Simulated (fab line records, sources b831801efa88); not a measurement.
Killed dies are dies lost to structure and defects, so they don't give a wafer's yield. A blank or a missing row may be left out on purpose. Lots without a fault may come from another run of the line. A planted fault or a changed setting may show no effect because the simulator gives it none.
One fault seen from 2 desks | flow gf180mcu | each desk has only its own numbers; what lay behind them comes last

THE TOOL OWNER'S DESK: cmp-01
The tool's own readings at GF_V4_CMP_26 (polishes, stops on SiO2, t overpolish 15 s, target thk 0 nm): means of the sampled wafers that have a number, for each lot that ran on this tool. A lot is out of limits, marked OUT, if its mean lies more than 4 standard deviations from the usual mean; the brackets give that distance.
Columns: A = motor_current_A at GF_V4_CMP_26, usual 11.0 A; B = overpolish_run_s at GF_V4_CMP_26, usual 14.999 s; C = time_to_endpoint_s at GF_V4_CMP_26, usual 82 s
lot  | first seen here | A    | B                        | C
L754 | day 24 18:28    | 10.6 | 15.008                   | 83
L756 | day 25 05:03    | 11.1 | 15.000                   | 84
L755 | day 25 09:31    | 11.8 | 10.014 (-99 or more) OUT | 98 (+4.4) OUT
L757 | day 25 12:25    | 12.1 | 10.016 (-99 or more) OUT | 97 (+4.1) OUT
L759 | day 26 20:31    | 11.8 | 7.529 (-99 or more) OUT  | 106 (+6.7) OUT
L770 | day 29 22:31    | 11.9 | 14.990                   | 85
L771 | day 30 02:53    | 9.9  | 14.990                   | 88
L775 | day 31 09:27    | 10.4 | 15.008                   | 83
This desk's finding: out of limits on L755, L757, L759; first on L755, day 25 09:31 (overpolish_run_s at GF_V4_CMP_26). In limits: L754, L756, L770, L771, L775.

THE METROLOGY DESK
What the gauges read, lot by lot, whatever tool the lot ran on: means of the sampled wafers that have a number. A lot is out of limits, marked OUT, if its mean lies more than 4 standard deviations from the usual mean; the brackets give that distance.
Columns: A = MIM_CVD_05_THK at GF_MIM_THK_MEAS_06, usual 42.0 nm
lot  | first seen here | A
L754 | day 24 18:53    | 42.0
L756 | day 25 05:37    | 42.1
L755 | day 25 10:04    | 41.7
L757 | day 25 12:59    | 42.5
L758 | day 25 23:34    | 41.6
L759 | day 26 21:04    | 41.4
L768 | day 29 04:49    | 42.3
L769 | day 29 14:03    | 42.5
L770 | day 29 23:05    | 40.8
L771 | day 30 03:28    | 42.0
L772 | day 30 07:20    | 42.5
L773 | day 30 17:23    | 41.5
L774 | day 31 02:24    | 42.5
L775 | day 31 09:55    | 41.7
This desk's finding: nothing out of limits on any of the 14 lots.

PUT TOGETHER
The tool owner's desk could have raised an alarm at day 25 09:31, on L755, L757, L759.
The metrology desk saw nothing out of limits.
The metrology desk has L755, L757, L759 on record, within its limits.
Of the lots named, all ran GF_V4_CMP_26 on cmp-01.

WHAT THE SIMULATOR HAD PUT IN
Process parameter drift: cmp-01, from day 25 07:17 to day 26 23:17, at GF_V4_CMP_26. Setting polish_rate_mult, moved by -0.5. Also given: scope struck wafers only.
Lots struck among those shown: L755, L757, L759.
Hours from the fault's start to each desk's first reading out of limits: the tool owner's desk, 2.
